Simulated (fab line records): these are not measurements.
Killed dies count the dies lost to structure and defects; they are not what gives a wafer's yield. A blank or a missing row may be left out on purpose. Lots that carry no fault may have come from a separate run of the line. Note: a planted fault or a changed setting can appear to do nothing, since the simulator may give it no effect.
What tool caused it? | flow sky130 | 14 lots with 42 wafers sampled at 4 steps, on a route of 708 steps

WHAT THE GAUGES READ, wafer by wafer
SKY_VIA1_RS_MEAS_22: the measuring method here is four-point-probe. Usual: VIA1_W_RS 0.424 ohm/sq, standard deviation 0.0041.
lot  | measured     | on            | VIA1_W_RS (ohm/sq) | flag
L753 | day 34 16:57 | film-metro-03 | 0.428 0.428 0.430  |
L754 | day 35 09:44 | film-metro-03 | 0.424 0.423 0.424  |
L756 | day 36 05:48 | film-metro-04 | 0.423 0.418 0.421  |
L755 | day 36 07:07 | film-metro-04 | 0.421 0.426 0.422  |
L757 | day 36 12:25 | film-metro-03 | 0.433 0.429 0.420  |
L758 | day 36 13:58 | film-metro-02 | 0.427 0.425 0.423  |
L766 | day 38 15:21 | film-metro-03 | 0.419 0.417 0.420  |
L767 | day 39 05:33 | film-metro-03 | 0.416 0.413 0.422  |
L769 | day 39 17:22 | film-metro-04 | 0.422 0.422 0.426  |
L770 | day 40 00:49 | film-metro-03 | 0.416 0.428 0.418  |
L772 | day 40 12:06 | film-metro-03 | 0.429 0.424 0.424  |
L771 | day 40 13:41 | film-metro-04 | 0.424 0.426 0.426  |
L773 | day 40 23:15 | film-metro-03 | 0.421 0.422 0.419  |
L774 | day 41 04:27 | film-metro-02 | 0.426 0.423 0.422  |

SKY_METAL2_OVL_MEAS_16. Usual: METAL2_OVL -5 nm, standard deviation 5.4.
lot  | measured     | on         | METAL2_OVL (nm) | flag
L753 | day 35 19:40 | overlay-02 | -6 -3 -4        |
L754 | day 36 13:25 | overlay-01 | -6 -5 -11       |
L756 | day 37 08:37 | overlay-01 | -2 -4 -8        |
L755 | day 37 09:44 | overlay-02 | -1 2 -2         |
L757 | day 37 14:22 | overlay-01 | - - -           | OFF
L758 | day 37 15:25 | overlay-02 | - - -           | OFF
L766 | day 39 17:04 | overlay-01 | -8 -13 -15      |
L767 | day 40 07:43 | overlay-02 | -4 -10 -8       |
L769 | day 40 18:52 | overlay-02 | -16 -12 -11     |
L770 | day 41 01:58 | overlay-01 | 4 -2 -5         |
L772 | day 41 13:46 | overlay-02 | -11 -12 -7      |
L771 | day 41 15:31 | overlay-02 | 2 0 -4          |
L773 | day 41 23:43 | overlay-01 | -1 3 -3         |
L774 | day 42 05:07 | overlay-02 | 7 1 1           |

TOOL THAT RAN EACH LOT (tool first, then ch and the chambers of the sampled wafers, then the start)
lot  | SKY_VIA1_ETCH_15                   | SKY_METAL2_PEB_13
L753 | rie-diel-01 ch 0,2,3, day 34 15:56 | litho-track-03 ch 0, day 35 19:00
L754 | rie-diel-03 ch 1,2, day 35 08:55   | litho-track-03 ch 0, day 36 12:00
L756 | rie-diel-03 ch 0,1, day 36 04:59   | litho-track-04 ch 0, day 37 08:00
L755 | rie-diel-04 ch 1,3, day 36 06:14   | litho-track-02 ch 0, day 37 09:00
L757 | rie-diel-01 ch 0,1,2, day 36 11:35 | litho-track-03, day 37 13:00
L758 | rie-diel-04 ch 1,2,3, day 36 13:08 | litho-track-03, day 37 14:00
L766 | rie-diel-03 ch 0,1,2, day 38 14:02 | litho-track-03 ch 0, day 39 16:00
L767 | rie-diel-04 ch 0,2,3, day 39 04:43 | litho-track-04 ch 0, day 40 07:00
L769 | rie-diel-04 ch 0,1,3, day 39 16:32 | litho-track-04 ch 0, day 40 18:00
L770 | rie-diel-04 ch 1,2,3, day 39 23:59 | litho-track-04 ch 0, day 41 01:00
L772 | rie-diel-01 ch 0,1, day 40 11:16   | litho-track-03 ch 0, day 41 13:00
L771 | rie-diel-03 ch 0,1,3, day 40 12:53 | litho-track-03 ch 0, day 41 15:00
L773 | rie-diel-04 ch 0,2, day 40 22:19   | litho-track-04 ch 0, day 41 23:00
L774 | rie-diel-03 ch 2,3, day 41 03:37   | litho-track-03 ch 0, day 42 04:00
- SKY_VIA1_ETCH_15: etches SiO2 in C4F8/O2/Ar, stops on TiN, target depth 351 nm, time 54 s.
- SKY_METAL2_PEB_13

WHAT THE TOOLS THEMSELVES READ (means of the sampled wafers that have a number; where no wafer has one, the mark that the record gives instead)
SKY_VIA1_ETCH_15. Usual: oes-product-au reads 0.982 a.u. (standard deviation 0.0061).
lot  | tool        | oes-product-au (a.u.) | flag
L753 | rie-diel-01 | 0.986                 |
L754 | rie-diel-03 | 0.982                 |
L756 | rie-diel-03 | 0.985                 |
L755 | rie-diel-04 | 0.986                 |
L757 | rie-diel-01 | 0.977                 |
L758 | rie-diel-04 | 0.982                 |
L766 | rie-diel-03 | 0.982                 |
L767 | rie-diel-04 | 0.984                 |
L769 | rie-diel-04 | 0.984                 |
L770 | rie-diel-04 | 0.982                 |
L772 | rie-diel-01 | 0.982                 |
L771 | rie-diel-03 | 0.979                 |
L773 | rie-diel-04 | 0.979                 |
L774 | rie-diel-03 | 0.983                 |

SKY_METAL2_PEB_13. Usual: exhaust-pa reads 45.0 Pa (standard deviation 0.8).
lot  | tool           | exhaust-pa (Pa) | flag
L753 | litho-track-03 | 44.6            |
L754 | litho-track-03 | 45.5            |
L756 | litho-track-04 | 45.4            |
L755 | litho-track-02 | 45.0            |
L757 | litho-track-03 | -               | OFF
L758 | litho-track-03 | -               | OFF
L766 | litho-track-03 | 44.8            |
L767 | litho-track-04 | 44.6            |
L769 | litho-track-04 | 45.7            |
L770 | litho-track-04 | 45.5            |
L772 | litho-track-03 | 45.2            |
L771 | litho-track-03 | 44.7            |
L773 | litho-track-04 | 45.7            |
L774 | litho-track-03 | 45.2            |

THE ANSWER, worked out from the rows above alone
Rule: a lot is off if the mean of its wafers that have a number lies more than 3 standard deviations from the usual mean. Also off: a lot with no number at a reading for which 4 or more lots have one. The other lots that the step has rows for count as sound. First the gauges in route order, then the tools' own readings, where a lot's mean is used as printed above. The first step at which some lot is off is used, and at that step the reading that is off furthest; a lot without a number counts as furthest.
Off: L757, L758, seen at SKY_METAL2_OVL_MEAS_16 (METAL2_OVL). Without a number there: L757, L758.
If a tool, at a process step before that reading, ran all the lots that are off and no sound lot after the first of them, it fits. Not tried: the gauges at SKY_METAL2_OVL_MEAS_16; whatever is off there is also off at SKY_METAL2_PEB_13, on other tools, and gauge error can't account for it. None of those tried fits.

WHAT WAS PUT IN BY THE SIMULATOR
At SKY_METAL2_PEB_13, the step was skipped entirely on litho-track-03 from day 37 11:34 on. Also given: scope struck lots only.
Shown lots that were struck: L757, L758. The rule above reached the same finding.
